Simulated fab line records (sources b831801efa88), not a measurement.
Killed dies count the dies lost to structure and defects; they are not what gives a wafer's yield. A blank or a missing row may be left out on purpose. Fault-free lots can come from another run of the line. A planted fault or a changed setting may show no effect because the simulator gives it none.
fab line records | flow sfq_line
record lots=5 | wafers=15 | last_day=83
route steps=325 shown M4@152 I4@163
lots with no fault: from the same line, run without faults
start_h: start of the lot's first displayed wafer, in hours after the record's first day | wait_h: hours since the lot's step before | " identical to the entry in the row above | L1.1+2: several wafers, shown together as one row | - no value, or no start given | * or withheld: withheld | < > ~ a bound
route shown NAME@n: NAME is a module with steps in the file, n the number in the route of the first one | usual: mean/standard deviation of fault-free wafers | same: alike in all rows | chamber/n: place in a boat | sites: each site's reading | _std_site: the standard deviation of these | _edge_site: outer sites' mean less inner sites' | radius_mm: for every site, how far away it sits from the centre of the wafer | mask NAME#n: copy n | behind: the most recent tool/chamber to have shaped the wafer | hold: reason for holding the lot/hours on hold/outcome of the hold | device: names the non-switching transistor (n, p or np) | end of line: tests of these same wafers at the route's end | step lacking rows: just its recipe | killed: not the wafer's yield, but the dies lost to structure and defects at the first sort | map: the dies of a wafer, with x for killed, . for not killed, _ for no die there
set.NAME: the setting as run; set.NAME@STEP: as run at that earlier step | model.NAME: the simulator's own value behind a step, which no gauge read
lots at some steps of the route; a table a step, a row a wafer
services: the hour from which a tool's chamber was out of use, counted from the record's first day as start_h (under 0 if before that day), plus the number of hours and why
## steps
# step SFQ_TRILAYER_M4_LITHO_COAT_098
# recipe resist=BARC | spin_rpm=3000 | resist_thk_nm=62
# step SFQ_TRILAYER_M4_LITHO_COAT_093
# recipe resist=KrF | spin_rpm=3000 | resist_thk_nm=600
# step SFQ_TRILAYER_M4_LITHO_SOFTBAKE_097
# recipe temp_c=withheld | time_s=withheld | resist=KrF
# step SFQ_TRILAYER_M4_LITHO_EXPOSE_094
# recipe mask_id=M4 | na=0.6 | source_shape=conventional | sigma_outer=0.65 | target_cd_nm=500 | dose_mj=14.4
# step SFQ_TRILAYER_M4_LITHO_PEB_096
# recipe peb_temp_c=115 | peb_time_s=60 | resist=KrF
# step SFQ_TRILAYER_M4_LITHO_DEVELOP_095
# recipe time_s=60 | resist=KrF
# step SFQ_M4_OVL_MEAS_926
# usual M4_OVL=-2/5.4
lot.wafer | tool       | chamber | start_h | wait_h | M4_OVL[nm]
L365.1    | overlay-01 | -       | 1036.36 | 0.1    | -7
L365.2    | "          | -       | "       | "      | 0
L365.6    | "          | -       | "       | "      | -8
L369.1    | overlay-01 | -       | 1041.10 | 0.1    | 5
L369.3    | "          | -       | "       | "      | 4
L369.5    | "          | -       | "       | "      | 1
L375.2    | overlay-02 | -       | 1234.56 | 0.1    | -5
L375.4    | "          | -       | "       | "      | -5
L375.5    | "          | -       | "       | "      | -6
L378.1    | overlay-01 | -       | 1238.15 | 0.1    | 10
L378.5    | "          | -       | "       | "      | 8
L378.6    | "          | -       | "       | "      | 8
L379.1    | overlay-02 | -       | 1239.35 | 0.1    | -1
L379.2    | "          | -       | "       | "      | 2
L379.6    | "          | -       | "       | "      | -5
# step SFQ_TRILAYER_M4_BARC_OPEN_METAL_ETCH_123
# recipe mask_material=PR | chemistry=O2 | target_depth_nm=125 | target=BARC | icp_w=600 | bias_w=80 | pressure_mtorr=10 | time_s=41.7
# usual chamber_pressure_mTorr=9.998/0.0091 | drypump_motor_current_A=5.86/0.28 | oes_product_au=0.685/0.0046 | rf_fwd_power_W=593.6/2.7
lot.wafer | tool         | chamber | start_h | wait_h | chamber_pressure_mTorr | drypump_motor_current_A | oes_product_au | rf_fwd_power_W | rf_hours_counter_h
L365.1    | rie_metal-03 | 1       | 1036.40 | 0.0    | 10.006                 | 6.08                    | 0.686          | 592.8          | 106
L365.2    | "            | 0       | "       | "      | 10.008                 | 5.58                    | 0.689          | 592.4          | 123
L365.6    | "            | 0       | "       | "      | 9.996                  | 5.59                    | 0.681          | 594.9          | -
L369.1    | rie_metal-03 | 0       | 1041.14 | 0.0    | 10.001                 | 5.55                    | 0.684          | 592.8          | 124
L369.3    | "            | 0       | "       | "      | 9.992                  | 5.61                    | 0.685          | 593.0          | -
L369.5    | "            | 1       | "       | "      | 9.992                  | 6.09                    | 0.678          | 593.5          | -
L375.2    | rie_metal-03 | 1       | 1234.59 | 0.0    | 10.002                 | 6.10                    | 0.687          | 591.0          | 140
L375.4    | "            | 0       | "       | "      | 10.003                 | 5.55                    | 0.683          | 591.0          | -
L375.5    | "            | 0       | "       | "      | 9.998                  | 5.55                    | 0.684          | 593.1          | -
L378.1    | rie_metal-01 | 0       | 1238.19 | 0.0    | 10.009                 | 5.67                    | 0.679          | 589.8          | 81
L378.5    | "            | 0       | "       | "      | 9.989                  | 5.66                    | 0.688          | 589.5          | -
L378.6    | "            | 1       | "       | "      | 10.001                 | 5.95                    | 0.683          | 597.2          | -
L379.1    | rie_metal-03 | 1       | 1239.39 | 0.0    | 10.012                 | 6.06                    | 0.683          | 591.7          | 141
L379.2    | "            | 0       | "       | "      | 9.992                  | 5.57                    | 0.682          | 594.7          | 13
L379.6    | "            | 1       | "       | "      | 9.983                  | 6.06                    | 0.693          | 590.7          | -
# step SFQ_TRILAYER_M4_ETCH_METAL_ETCH_096
# recipe target=Nb | stop_on=SiO2 | mask_material=PR | chemistry=Cl2/Ar | target_depth_nm=240 | icp_w=600 | bias_w=80 | pressure_mtorr=10 | time_s=120
# usual chamber_pressure_mTorr=9.999/0.0091 | drypump_motor_current_A=5.86/0.27 | oes_product_au=0.894/0.007 | rf_fwd_power_W=596.7/1.9
lot.wafer | tool         | chamber | start_h | wait_h | chamber_pressure_mTorr | drypump_motor_current_A | oes_product_au | rf_fwd_power_W | rf_hours_counter_h
L365.1    | rie_metal-03 | 1       | 1036.46 | 0.0    | 10.006                 | 6.09                    | 0.900          | 595.7          | 106
L365.2    | "            | 0       | "       | "      | 9.995                  | 5.57                    | 0.900          | 597.8          | 123
L365.6    | "            | 0       | "       | "      | 9.995                  | 5.56                    | 0.906          | 594.2          | -
L369.1    | rie_metal-03 | 0       | 1041.20 | 0.0    | 9.998                  | 5.54                    | 0.894          | 598.4          | 124
L369.3    | "            | 0       | "       | "      | 10.000                 | 5.56                    | 0.898          | 598.6          | -
L369.5    | "            | 1       | "       | "      | 9.999                  | 6.13                    | 0.890          | 597.1          | -
L375.2    | rie_metal-03 | 1       | 1234.65 | 0.0    | 10.003                 | 6.12                    | 0.902          | 597.4          | 140
L375.4    | "            | 0       | "       | "      | 9.995                  | 5.59                    | 0.891          | 596.6          | -
L375.5    | "            | 0       | "       | "      | 10.014                 | 5.57                    | 0.891          | 597.4          | -
L378.1    | rie_metal-01 | 0       | 1238.25 | 0.0    | 10.006                 | 5.70                    | 0.894          | 597.1          | 81
L378.5    | "            | 0       | "       | "      | 10.008                 | 5.67                    | 0.899          | 596.7          | -
L378.6    | "            | 1       | "       | "      | 9.987                  | 5.97                    | 0.891          | 598.3          | -
L379.1    | rie_metal-03 | 1       | 1239.45 | 0.0    | 10.014                 | 6.07                    | 0.873          | 596.4          | 141
L379.2    | "            | 0       | "       | "      | 10.013                 | 5.58                    | 0.884          | 597.3          | 13
L379.6    | "            | 1       | "       | "      | 10.008                 | 6.07                    | 0.891          | 596.2          | -
# step SFQ_TRILAYER_M4_STRIP_STRIP_097
# recipe gas=O2 | power_w=200 | platen_temp_c=40 | overash_fraction=0.65 | chemistry=O2 | pressure_mtorr=50
# usual chamber_pressure_mTorr=50.01/0.042 | drypump_motor_current_A=5.87/0.28 | oes_product_au=1.002/0.0077
lot.wafer | tool         | chamber | start_h | wait_h | chamber_pressure_mTorr | drypump_motor_current_A | oes_product_au | rf_hours_counter_h
L365.1    | rie_metal-03 | 1       | 1036.58 | 0.1    | 50.00                  | 6.11                    | 0.993          | 106
L365.2    | "            | 0       | "       | "      | 49.94                  | 5.59                    | 1.004          | 123
L365.6    | "            | 0       | "       | "      | 50.04                  | 5.55                    | 1.001          | -
L369.1    | rie_metal-03 | 0       | 1041.32 | 0.1    | 50.02                  | 5.56                    | 1.020          | 125
L369.3    | "            | 0       | "       | "      | 49.97                  | 5.57                    | 1.013          | -
L369.5    | "            | 1       | "       | "      | 49.99                  | 6.09                    | 1.003          | -
L375.2    | rie_metal-03 | 1       | 1234.77 | 0.1    | 49.96                  | 6.16                    | 0.998          | 140
L375.4    | "            | 0       | "       | "      | 50.10                  | 5.58                    | 0.999          | -
L375.5    | "            | 0       | "       | "      | 50.01                  | 5.54                    | 1.004          | -
L378.1    | rie_metal-01 | 0       | 1238.37 | 0.1    | 49.93                  | 5.65                    | 1.000          | 81
L378.5    | "            | 0       | "       | "      | 50.02                  | 5.64                    | 1.014          | -
L378.6    | "            | 1       | "       | "      | 50.03                  | 5.96                    | 0.998          | -
L379.1    | rie_metal-03 | 1       | 1239.57 | 0.1    | 50.04                  | 6.13                    | 0.995          | 141
L379.2    | "            | 0       | "       | "      | 50.02                  | 5.56                    | 0.989          | 13
L379.6    | "            | 1       | "       | "      | 49.94                  | 6.09                    | 1.006          | -
# step SFQ_TRILAYER_M4_STRIP_SOLV_CLEAN_098
# recipe chemistry=NMP | temp_c=70 | time_s=600
# step SFQ_TRILAYER_I4_DEP_PECVD_099
# recipe material=SiO2 | temp_c=150 | time_s=111.11 | pressure_torr=2.4 | rf_w=183.3 | precursor=SiH4/N2O | target_thk_nm=500
# usual heater_power_w=81/21 | rf_fwd_power_W=182.2/0.62 | susceptor_temp_C=150.00/0.14 | throttle_valve_pct=25.1/0.91
lot.wafer | tool     | chamber | start_h | wait_h | heater_power_w | rf_fwd_power_W | susceptor_temp_C | throttle_valve_pct | model.SiO2_of_TRILAYER_I4_DEP_PECVD_099.thk_nm
L365.1    | pecvd-02 | 1       | 1037.37 | 0.0    | 104            | 183.1          | 149.95           | 25.1               | 483.6
L365.2    | "        | 2       | "       | "      | 35             | 183.2          | 150.25           | 25.5               | 485.2
L365.6    | "        | 2       | "       | "      | 40             | 182.8          | 150.19           | 25.6               | 491.7
L369.1    | pecvd-03 | 1       | 1042.11 | 0.0    | 90             | 182.2          | 150.04           | 25.0               | 492.8
L369.3    | "        | 2       | "       | "      | 88             | 182.3          | 150.17           | 24.2               | 492.4
L369.5    | "        | 0       | "       | "      | 64             | 182.3          | 150.01           | 25.1               | 508
L375.2    | pecvd-03 | 2       | 1235.72 | 0.0    | 90             | 181.3          | 150.17           | 24.4               | 488.7
L375.4    | "        | 1       | "       | "      | 83             | 182.7          | 150.11           | 25.2               | 498.2
L375.5    | "        | 0       | "       | "      | 64             | 181.9          | 150.06           | 25.2               | 499.5
L378.1    | pecvd-02 | 1       | 1239.15 | 0.0    | 97             | 182.5          | 150.08           | 25.3               | 482.7
L378.5    | "        | 0       | "       | "      | 116            | 152.9          | 150.06           | 23.7               | 472.5
L378.6    | "        | 1       | "       | "      | 103            | 183.3          | 150.10           | 25.4               | 493
L379.1    | pecvd-04 | 0       | 1240.35 | 0.0    | 83             | 182.5          | 149.98           | 24.9               | 496.5
L379.2    | "        | 1       | "       | "      | 83             | 182.6          | 150.05           | 26.9               | 494.7
L379.6    | "        | 2       | "       | "      | 84             | 182.3          | 150.08           | 25.1               | 500.6
# step SFQ_TRILAYER_I4_CMP_CMP_100
# recipe material=SiO2 | down_force_psi=3 | platen_rpm=60 | pad_velocity_m_s=0.94248
# usual motor_current_A=10.1/1.1 | platen_rpm=59.99/0.039 | time_to_endpoint_s=211/6.9
lot.wafer | tool   | chamber | start_h | wait_h | motor_current_A | platen_rpm | time_to_endpoint_s
L365.1    | cmp-02 | 3       | 1037.49 | 0.1    | 7.8             | 59.98      | 193
L365.2    | "      | 2       | 1038.99 | 1.6    | 9.8             | 59.94      | 202
L365.6    | "      | 3       | "       | "      | 8.8             | 60.01      | 197
L369.1    | cmp-01 | 2       | 1045.73 | 3.6    | 11.2            | 60.02      | 204
L369.3    | "      | 0       | 1046.73 | 4.6    | 9.3             | 60.00      | 201
L369.5    | "      | 2       | 1047.73 | 5.5    | 12.0            | 59.98      | 221
L375.2    | cmp-01 | 1       | 1236.30 | 0.5    | 11.5            | 60.00      | 206
L375.4    | "      | 3       | 1237.30 | 1.5    | 11.0            | 60.03      | 217
L375.5    | "      | 1       | 1238.30 | 2.5    | 12.3            | 60.02      | 213
L378.1    | cmp-01 | 0       | 1242.30 | 3.1    | 9.0             | 59.99      | 205
L378.5    | "      | 3       | 1243.80 | 4.6    | 11.0            | 59.93      | 195
L378.6    | "      | 0       | "       | "      | 9.4             | 59.94      | 206
L379.2    | cmp-02 | 1       | 1242.84 | 2.5    | 9.6             | 60.02      | 216
L379.1    | "      | 2       | "       | "      | 10.2            | 59.91      | 212
L379.6    | "      | 2       | 1245.34 | 4.9    | 9.9             | 59.97      | 219
## services
tool     | chamber | start_h | hours | kind
cmp-01   | -       | 1019.66 | 6.0   | repair
pecvd-02 | 1       | 1024.48 | 5.6   | repair
pecvd-02 | 0       | 1028.58 | 19.9  | repair
pecvd-02 | -       | 1042.21 | 4.3   | pm
pecvd-03 | 0       | 1070.62 | 6.3   | repair
cmp-01   | -       | 1071.36 | 6.5   | repair
cmp-02   | -       | 1071.37 | 1.0   | repair
pecvd-04 | 0       | 1075.65 | 5.3   | repair
cmp-02   | -       | 1091.21 | 4.0   | pm
cmp-02   | -       | 1092.74 | 9.9   | repair
pecvd-04 | -       | 1103.80 | 0.9   | repair
cmp-02   | -       | 1107.90 | 2.4   | repair
pecvd-02 | -       | 1111.96 | 5.5   | pm
pecvd-02 | -       | 1126.48 | 2.3   | repair
pecvd-03 | 2       | 1147.16 | 14.2  | repair
cmp-01   | -       | 1151.98 | 1.2   | repair
pecvd-02 | -       | 1153.91 | 0.6   | repair
pecvd-02 | -       | 1165.07 | 14.6  | pm
cmp-02   | -       | 1170.33 | 4.4   | pm
pecvd-02 | 1       | 1188.16 | 4.3   | repair
cmp-01   | -       | 1188.43 | 0.3   | repair
pecvd-03 | -       | 1228.36 | 2.8   | pm
cmp-02   | -       | 1230.56 | 1.1   | repair
pecvd-03 | -       | 1244.64 | 4.8   | repair
## key
first_sign step=SFQ_TRILAYER_I4_DEP_PECVD_099 | reading=rf_fwd_power_W | direction=down | sigmas=47 | usual=182.2 | struck=152.9
effect none on later readings
model_effect step=SFQ_TRILAYER_I4_DEP_PECVD_099 | value=SiO2_of_TRILAYER_I4_DEP_PECVD_099.thk_nm | without=498.1 | struck=472.5
met_at SFQ_TRILAYER_I4_DEP_PECVD_099
struck_wafers L378.5
fault kind=process_parameter_drift | tool=pecvd-02 | chamber=0 | onset_h=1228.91 | steps=SFQ_TRILAYER_I4_DEP_PECVD_099 | channel=rf_w | offset=-29.328 | shape=step | end_h=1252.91 | acts_in=these_recipes_only | stated=183.3
